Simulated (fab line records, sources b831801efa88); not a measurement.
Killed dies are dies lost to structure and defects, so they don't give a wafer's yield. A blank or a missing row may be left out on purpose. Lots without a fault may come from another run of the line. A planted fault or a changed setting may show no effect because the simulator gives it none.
Which tool did it? | flow sky130 | 14 lots, 42 wafers sampled, at 3 steps of a route of 708

WHAT THE GAUGES READ, wafer by wafer
SKY_CAP2M_THK_MEAS_01. Usual: CAP2M_CVD_00_THK 15.46 nm, standard deviation 0.19.
lot  | measured     | on            | CAP2M_CVD_00_THK (nm) | flag
L998 | day 39 19:19 | film_metro-01 | 15.59 15.58 15.62     |
L999 | day 40 11:49 | film_metro-03 | 15.34 15.37 15.52     |
L100 | day 40 22:20 | film_metro-02 | 15.52 15.45 15.37     |
L101 | day 41 04:53 | film_metro-01 | 15.20 15.10 15.34     |
L102 | day 41 11:56 | film_metro-03 | 15.50 15.63 15.49     |
L103 | day 41 19:06 | film_metro-03 | 15.40 15.43 15.50     |
L106 | day 42 17:47 | film_metro-03 | 15.52 15.37 15.47     |
L107 | day 42 21:39 | film_metro-03 | 15.45 15.25 15.36     |
L108 | day 43 04:22 | film_metro-02 | 15.34 15.33 15.68     |
L110 | day 43 17:40 | film_metro-02 | 15.22 15.52 15.53     |
L118 | day 45 16:22 | film_metro-01 | 15.18 15.31 15.08     |
L117 | day 45 20:32 | film_metro-01 | 15.39 15.50 15.63     |
L120 | day 46 02:08 | film_metro-01 | 15.32 15.59 15.55     |
L119 | day 46 03:28 | film_metro-03 | 15.58 15.88 15.69     |

SKY_METAL4_OVL_MEAS_14. Usual: METAL4_OVL -3 nm, standard deviation 5.2.
lot  | measured     | on         | METAL4_OVL (nm) | flag
L998 | day 41 20:25 | overlay-01 | -9 0 0          |
L999 | day 42 12:17 | overlay-01 | -3 4 -1         |
L100 | day 42 22:43 | overlay-02 | 10 -3 1         |
L101 | day 43 02:26 | overlay-02 | -1 4 -7         |
L102 | day 43 11:36 | overlay-01 | 6 -3 0          |
L103 | day 43 18:04 | overlay-02 | -7 -3 -4        |
L106 | day 44 14:28 | overlay-01 | 2 -10 3         |
L107 | day 44 19:28 | overlay-01 | -1 -3 2         |
L108 | day 45 00:40 | overlay-02 | 11 1 -1         |
L110 | day 45 14:13 | overlay-02 | -14 -15 -3      |
L118 | day 47 10:08 | overlay-01 | -13 -12 -15     |
L117 | day 47 15:05 | overlay-02 | - - -           | OFF
L120 | day 47 19:06 | overlay-01 | -1 -2 0         |
L119 | day 47 20:53 | overlay-01 | - - -           | OFF

WHICH TOOL RAN EACH LOT (tool, then ch and the chambers of the sampled wafers, then the start)
lot  | SKY_METAL4_EXPOSE_10
L998 | krf_scanner-01 ch 0, day 41 08:44
L999 | krf_scanner-02 ch 0, day 42 00:58
L100 | krf_scanner-01 ch 0, day 42 11:02
L101 | krf_scanner-02 ch 0, day 42 14:53
L102 | krf_scanner-02 ch 0, day 43 00:32
L103 | krf_scanner-02 ch 0, day 43 06:54
L106 | krf_scanner-01 ch 0, day 44 03:46
L107 | krf_scanner-02 ch 0, day 44 08:45
L108 | krf_scanner-01 ch 0, day 44 13:52
L110 | krf_scanner-02 ch 0, day 45 03:17
L118 | krf_scanner-01 ch 0, day 47 00:02
L117 | krf_scanner-02, day 47 04:56
L120 | krf_scanner-01 ch 0, day 47 09:01
L119 | krf_scanner-01, day 47 11:04
- SKY_METAL4_EXPOSE_10: exposes mask MM4, target cd 300 nm.

WHAT THE TOOLS THEMSELVES READ (means of the sampled wafers that have a number; where no wafer has one, the mark that the record gives instead)
SKY_METAL4_EXPOSE_10. Usual: exposure_dose_mJ_cm2 27.977, standard deviation 0.026; focus_offset_nm 0.0 nm, standard deviation 0.53.
lot  | tool           | exposure_dose_mJ_cm2 | focus_offset_nm (nm) | flag
L998 | krf_scanner-01 | 27.974               | 0.2                  |
L999 | krf_scanner-02 | 27.979               | 0.2                  |
L100 | krf_scanner-01 | 28.001               | -0.5                 |
L101 | krf_scanner-02 | 27.956               | 0.3                  |
L102 | krf_scanner-02 | 27.970               | 0.8                  |
L103 | krf_scanner-02 | 27.958               | -0.9                 |
L106 | krf_scanner-01 | 27.987               | 0.6                  |
L107 | krf_scanner-02 | 27.952               | 0.4                  |
L108 | krf_scanner-01 | 27.988               | -0.4                 |
L110 | krf_scanner-02 | 27.966               | -0.3                 |
L118 | krf_scanner-01 | 27.961               | -0.7                 |
L117 | krf_scanner-02 | -                    | -                    | OFF
L120 | krf_scanner-01 | 27.987               | 0.0                  |
L119 | krf_scanner-01 | -                    | -                    | OFF

THE ANSWER, worked out from the rows above alone
Rule: a lot is off if the mean of its wafers that have a number lies more than 3 standard deviations from the usual mean. A lot without any number at a reading at which 4 lots or more have one is off too. The other lots that the step has rows for count as sound. The gauges are gone through in route order, then the tools' own readings, and for those a lot's mean is taken as printed above. The first step at which some lot is off is used, and at that step the reading that is off furthest; a lot without a number counts as furthest.
Off: L117, L119, at SKY_METAL4_OVL_MEAS_14 (METAL4_OVL). Without a number there: L117, L119.
A tool fits if, at a process step before that reading, it ran every lot that is off, and no sound lot after the first of them. The gauges at SKY_METAL4_OVL_MEAS_14 aren't tried: what is off there is off at SKY_METAL4_EXPOSE_10 too, on other tools, and a gauge's error can't cause that. None of those tried fits.

WHAT THE SIMULATOR HAD PUT IN
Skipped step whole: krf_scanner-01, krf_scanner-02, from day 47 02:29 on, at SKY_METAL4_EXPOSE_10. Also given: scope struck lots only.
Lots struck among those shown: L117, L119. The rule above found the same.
